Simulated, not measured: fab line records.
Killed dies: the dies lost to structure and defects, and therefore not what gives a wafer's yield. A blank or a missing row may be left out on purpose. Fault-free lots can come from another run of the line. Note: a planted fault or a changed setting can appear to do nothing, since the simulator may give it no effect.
Problem report in the 8D (eight disciplines) form, filled by code | flow sky130 | the parts of the form that need people (team, actions taken, sign-off) are left out

1. WHAT WENT WRONG
VIA2_W_RS at SKY_VIA2_RS_MEAS_22 reads a mean of 0.222 ohm/sq on 4 wafers of 2 lots; wafers without a fault read 0.273 ohm/sq with a standard deviation of 0.003. Relative to the usual mean, that is a shift of -17 standard deviations.
The step: measures by four-point-probe.
First seen on wafer L815.3, day 41 04:08, on filmMetro-04. At this step, 30 wafers from 10 lots have a number in the record. The rule behind "out" and "out of limits": a value lying over 4 standard deviations away from the usual mean. All remaining wafers that have a number are taken as sound.

2. WHAT IT IS; WHAT IT IS NOT
question                    | is                             | is not
which readings at this step | VIA2_W_RS                      | -
which lots                  | L815, L816                     | L803, L804, L805, L806, L807, L818, L822, L823
which wafers of those lots  | L815.3, L815.5, L816.4, L816.5 | L815.6, L816.1
read on which gauges        | filmMetro-01, filmMetro-04     | filmMetro-02
when                        | from day 41 04:08              | up to then (16 sound wafers); but 10 sound wafers of L816, L818, L822, L823 came after

3. WHAT RULES OUT EACH SUSPECT
Counting: if a tool at a process step up to the reading ran every lot that is out, it stays a suspect. Sound lots after the first of them don't rule it out here, since some wafers of a struck lot are sound.
- the gauge at SKY_VIA2_RS_MEAS_22 has been ruled out. 2 gauges (filmMetro-01, filmMetro-04) read the wafers that are out.
- cvdW-02 at SKY_VIA2_CVD_21 (deposits W, target thk 420 nm, time 126.4 s): kept. It processed each lot that is out (first: L815, day 41 04:01); up to then, its last sound lot is L806 (day 38 20:43). Its own readings are out on those wafers: susceptorTempC.
- Within cvdW-02 at SKY_VIA2_CVD_21: the wafers that are out ran in chamber 1; their sound lot-mates ran in chamber 0.
Remaining after the count: cvdW-02 at SKY_VIA2_CVD_21.

4. THE CAUSE (what the simulator had put in)
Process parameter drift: cvdW-02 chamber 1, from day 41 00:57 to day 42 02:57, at SKY_VIA2_CVD_21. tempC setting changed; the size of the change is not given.
Counting left only this tool.

5. THE CHAIN OF EFFECTS, in route order
Rows list readings where the struck wafers' mean (over those with a number) sits beyond 3 standard deviations from the usual. Readings are gone through only where the record gives a usual standard deviation; hours: the median, over the lots, of the time from a lot's start at the first step in this table giving one to that lot's start at this step; sigmas: the change measured in usual standard deviations.
hours | step                 | reading         | usual        | on struck wafers | change | sigmas
0     | SKY_VIA2_CVD_21      | susceptorTempC  | 400.04 C     | 411.51           | +11.47 | +52
0     | SKY_VIA2_RS_MEAS_22  | VIA2_W_RS       | 0.273 ohm/sq | 0.222            | -0.051 | -17
0     | SKY_VIA2_THK_MEAS_23 | VIA2_W_THK      | 407 nm       | 501              | +94    | +14
0     | SKY_VIA2_CMP_24      | timeToEndpointS | 103 s        | 128              | +24    | +4.6
It contains these process steps:
- SKY_VIA2_CVD_21: deposits W, target thk 420 nm, time 126.4 s.
- SKY_VIA2_CMP_24: polishes, stops on SiO2, t overpolish 20 s, target thk 0 nm.

6. HOW IT WOULD HAVE BEEN CAUGHT EARLIER
In this record the first reading out of limits at a measuring or inspecting step was taken at day 41 04:08, 3 hours after the fault began at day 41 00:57.
At SKY_VIA2_CVD_21, the tool's own readings (susceptorTempC) were out on each struck wafer the step has a row for, so an alarm limit on them would have fired on the first such wafer.
Of the lots that are out (2), L816 began SKY_VIA2_CVD_21 on cvdW-02 after day 41 04:08. It would have been spared by a hold on the tool at that moment.
